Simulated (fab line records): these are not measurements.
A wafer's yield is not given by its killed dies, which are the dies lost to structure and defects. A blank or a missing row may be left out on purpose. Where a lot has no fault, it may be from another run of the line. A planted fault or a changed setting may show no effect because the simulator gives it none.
Split-lot trial | flow sky130 | route with 708 steps; 5 lots, 23 wafers read

## THE SPLIT ITSELF
At SKY_VT_ADJUST_LVTN_IMPLANT_08, the setting dose_cm2 was moved away from the recipe's 1.57e+12 on 6 of the 23 wafers read, by -3.8% to +7.1%. All remaining wafers had this setting at the recipe value.

## THE PATH FROM SPLIT TO READING: the file shows 1 step between them
- SKY_VT_ADJUST_LVTN_STRIP_09: strips in O2/N2

## THE READING
VT_ADJUST_LVTN_TW, at SKY_VT_ADJUST_LVTN_TW_MEAS_10. Fault-free wafers of this fab line usually give 242.6, standard deviation 1.9.

wafer  | tool, chamber at the split | dose_cm2 as run | against the recipe | VT_ADJUST_LVTN_TW | against lot-mates on the recipe
L074.1 | implanter-02, 0            | 1.51e+12        | -3.8%              | 242.6             | -1.4
L074.3 | implanter-02, 0            | 1.57e+12        | recipe             | 244.3             | -
L074.4 | implanter-02, 0            | 1.57e+12        | recipe             | 243.8             | -
L074.5 | implanter-02, 0            | 1.57e+12        | recipe             | 243.8             | -
L074.6 | implanter-02, 0            | 1.51e+12        | -3.8%              | 240.4             | -3.6
L076.2 | implanter-01, 0            | 1.57e+12        | recipe             | 244.5             | -
L076.4 | implanter-01, 0            | 1.57e+12        | recipe             | 244.3             | -
L076.6 | implanter-01, 0            | 1.57e+12        | recipe             | 244.5             | -
L077.1 | implanter-01, 0            | 1.611e+12       | +2.6%              | 243.9             | +2.2
L077.2 | implanter-01, 0            | 1.57e+12        | recipe             | 243.0             | -
L077.3 | implanter-01, 0            | 1.57e+12        | recipe             | 239.9             | -
L077.4 | implanter-01, 0            | 1.57e+12        | recipe             | 242.1             | -
L077.6 | implanter-01, 0            | 1.611e+12       | +2.6%              | 242.6             | +0.9
L079.1 | implanter-02, 0            | 1.57e+12        | recipe             | 240.5             | -
L079.2 | implanter-02, 0            | 1.57e+12        | recipe             | 238.9             | -
L079.3 | implanter-02, 0            | 1.57e+12        | recipe             | 241.2             | -
L079.4 | implanter-02, 0            | 1.57e+12        | recipe             | 239.7             | -
L079.5 | implanter-02, 0            | 1.57e+12        | recipe             | 240.0             | -
L084.2 | implanter-04, 0            | 1.57e+12        | recipe             | 243.6             | -
L084.3 | implanter-04, 0            | 1.682e+12       | +7.1%              | 248.8             | +5.1
L084.4 | implanter-04, 0            | 1.682e+12       | +7.1%              | 248.6             | +4.9
L084.5 | implanter-04, 0            | 1.57e+12        | recipe             | 243.2             | -
L084.6 | implanter-04, 0            | 1.57e+12        | recipe             | 244.4             | -

THE FIT
A straight line over all 23 wafers: VT_ADJUST_LVTN_TW changes by +0.681 for each +1% of dose_cm2; r = +0.67; the points scatter about the line by 1.9.
The same after taking each lot's own level away (the mean of its wafers on the recipe; 23 wafers): +0.677 for each +1%; r = +0.91; scatter 0.77.
According to that fit, moving dose_cm2 by its largest amount changes the reading by 4.8.
The span of the lots' own levels, 240.06 to 244.43, comes to 2.3 times the standard deviation stated above.
So the lot-to-lot level blurs the effect unless lot-mates are compared.
Check: with one of the wafers moved furthest among these (+7.1%) left out of the fit, the line predicts +4.71 for it against its lot-mates. It came out at +5.07 against them.

## FURTHER SPLITS ON THESE WAFERS
These wafers also went through other splits before the reading. Each is held against what the fit with the lots' levels taken away leaves over:
other split on the same wafers        | wafers away from the commonest value | r with VT_ADJUST_LVTN_TW (lot level and that fit taken away)
SKY_FIELD_ISO_CVD_03 temp_c           | 5                                    | +0.03
SKY_FIELD_ISO_EXPOSE_10 dose_mj       | 5                                    | -0.08
SKY_FIELD_ISO_ETCH_17 icp_w           | 11                                   | -0.13
SKY_NWELL_COAT_05 resist_thk_nm       | 11                                   | -0.19
SKY_NWELL_IMPLANT_13 energy_kev       | 7                                    | -0.40
SKY_NWELL_IMPLANT_24 energy_kev       | 9                                    | +0.02
SKY_VT_ADJUST_HVTP_EXPOSE_04 dose_mj  | 10                                   | -0.16
SKY_VT_ADJUST_LVTN_SOFTBAKE_03 temp_c | 10                                   | -0.01

## FILE'S OWN FIT
VT_ADJUST_LVTN_TW changes by +0.676 for each +1% of dose_cm2, r = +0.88.
